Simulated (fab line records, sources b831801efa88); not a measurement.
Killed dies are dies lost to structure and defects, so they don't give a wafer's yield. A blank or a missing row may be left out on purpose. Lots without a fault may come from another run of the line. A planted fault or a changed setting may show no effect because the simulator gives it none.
A struck lot beside a sound one | flow sky130 | 18 steps out of a route of 708
Sound: wafers L736.1, L736.3, L736.6. Struck: wafers L734.1, L734.2, L734.5. The cause comes at the end.
At each step with rows: each side's tool, then ch and its chambers, then its first start. Under that, the readings that differ: sound wafers | struck wafers | difference of the means | sigmas: that difference in standard deviations of wafers without a fault.
alike: readings whose means differ by less than 2 such deviations, and words and numbers that are the same on both sides. not compared: withheld readings, readings that some wafer has no value for, bounds like >300 that may hide the same value, and numbers for which the record gives no deviation and whose values overlap.
The two part at a step that has a row with sigmas, a row that says differs or no value, or rows on one side only. Numbers that don't overlap but have no deviation are shown without sigmas and don't part them. A reading that every wafer of one side lacks parts them only if that side has two wafers or more.

SKY_CONTACT_CMP_04: polishes SiO2.
  sound on cmp-01 ch 0,1,2, day 33 12:19; struck on cmp-02 ch 0,2, day 31 23:05
  reading                | sound    | struck   | difference | sigmas
  time_to_endpoint_s (s) | 77 74 75 | 90 86 87 | +12        | +4
  alike: motor_current_A
SKY_CONTACT_BOW_MEAS_05:
  sound on film_metro-01, day 33 12:31; struck on film_metro-04, day 31 23:23
  alike: CONTACT_BOW
then, 8 steps without rows for these wafers: SKY_CONTACT_DEHYDRATE_06 (time 60 s); SKY_CONTACT_HMDS_07 (prime time 60 s); SKY_CONTACT_COAT_08 (resist thk 60 nm); SKY_CONTACT_COAT_09 (resist thk 450 nm); SKY_CONTACT_SOFTBAKE_10 (time 90 s); SKY_CONTACT_EXPOSE_11 (exposes mask CTM1, target cd 170 nm); SKY_CONTACT_PEB_12; SKY_CONTACT_DEVELOP_13 (develop time 60 s).
SKY_CONTACT_CD_MEAS_14: target cd 170 nm.
  sound on cd_sem-02, day 34 15:21; struck on cd_sem-01, day 33 03:01
  alike: cd_nm
SKY_CONTACT_OVL_MEAS_15:
  sound on overlay-02, day 34 15:28; struck on overlay-02, day 33 03:08
  alike: CONTACT_OVL
SKY_CONTACT_ETCH_16: etches BARC in N2/H2, stops on SiO2, time 45.9 s, target depth 60 nm.
  sound on rie_diel-03 ch 0,3, day 34 15:30; struck on rie_diel-01 ch 0,1,2, day 33 03:10
  no value came back on the struck wafers for any of 6 readings (bias_w (W), chamber_pressure_mTorr (mTorr) and others); on the sound wafers bias_w (W) reads 100.27 100.50 100.13
  reading                                        | sound             | struck            | difference | sigmas
  model.KrF-thick_of_CONTACT_COAT_09.thk_nm (nm) | 391.3 393.7 391.6 | 434.6 436.6 435.6 | +43.4      |
  not compared: rf_hours_counter_h
SKY_CONTACT_ETCH_17: etches SiO2 in C4F8/O2/Ar, stops on Si3N4, target depth 340 nm.
  sound on rie_diel-03 ch 0,3, day 34 15:33; struck on rie_diel-01 ch 0,1,2, day 33 03:13
  reading               | sound             | struck            | difference | sigmas
  oes_product_au (a.u.) | 0.890 0.883 0.889 | 0.376 0.377 0.380 | -0.510     | -99 or more
  alike: bias_w, chamber_pressure_mTorr, rf_fwd_power_W
SKY_CONTACT_ETCH_18: etches Si3N4 in CHF3/O2, stops on TiN, time 39 s, target depth 75 nm.
  sound on rie_diel-03 ch 0,3; struck on rie_diel-01 ch 0,1,2
  reading                                        | sound             | struck            | difference | sigmas
  oes_product_au (a.u.)                          | 0.850 0.842 0.846 | 0.369 0.382 0.372 | -0.472     | -59
  throttle_valve_pct (%)                         | 8.781 8.789 8.777 | 8.674 8.694 8.673 | -0.102     | -10
  model.KrF-thick_of_CONTACT_COAT_09.thk_nm (nm) | 243.2 244.9 242.1 | 285.2 289.7 285.7 | +43.5      |
  alike: O2_flow_sccm, bias_w, drypump_motor_current_A, rf_fwd_power_W
  not compared: rf_hours_counter_h
SKY_CONTACT_STRIP_19: strips in O2/N2.
  sound on plasma_asher-03 ch 0,1, day 34 15:38; struck on plasma_asher-03 ch 0,1, day 33 03:18
  reading                      | sound             | struck            | difference | sigmas
  oes_product_au (a.u.)        | 0.389 0.380 0.371 | 0.400 0.399 0.396 | +0.018     | +4
  strip_time_to_endpoint_s (s) | 3.687 3.726 3.687 | 4.147 4.203 4.174 | +0.475     | +20
  alike: drypump_motor_current_A
  not compared: rf_hours_counter_h
then, 1 step without rows for these wafers: SKY_CONTACT_STRIP_20 (strips in post etch residue remover, time 1200 s).
-- the record jumps here: 14 days lie between the struck wafers' starts before and after (it left off in module CONTACT and takes up again in module PAD_OPEN, whose first step shown is number 708 of the route) --
SKY_PAD_OPEN_PROBE_99:
  sound on prober-02, day 48 07:31; struck on prober-02, day 47 00:52
  reading            | sound    | struck      | difference | sigmas
  killed_at_contacts | 29 30 22 | 447 428 435 | +410       | +71
  killed_dies        | 82 77 82 | 492 492 492 | +412       | +45
  killed_on_rim      | 19 11 12 | 96 96 96    | +82        | +20
  alike: killed_at_M0_to_M3, killed_at_M4_up, killed_at_front_end, killed_at_other, killed_open, killed_short

WHERE THEY PART
First at SKY_CONTACT_CMP_04; last, within this record, at SKY_PAD_OPEN_PROBE_99.

WHY: what the simulator had put in
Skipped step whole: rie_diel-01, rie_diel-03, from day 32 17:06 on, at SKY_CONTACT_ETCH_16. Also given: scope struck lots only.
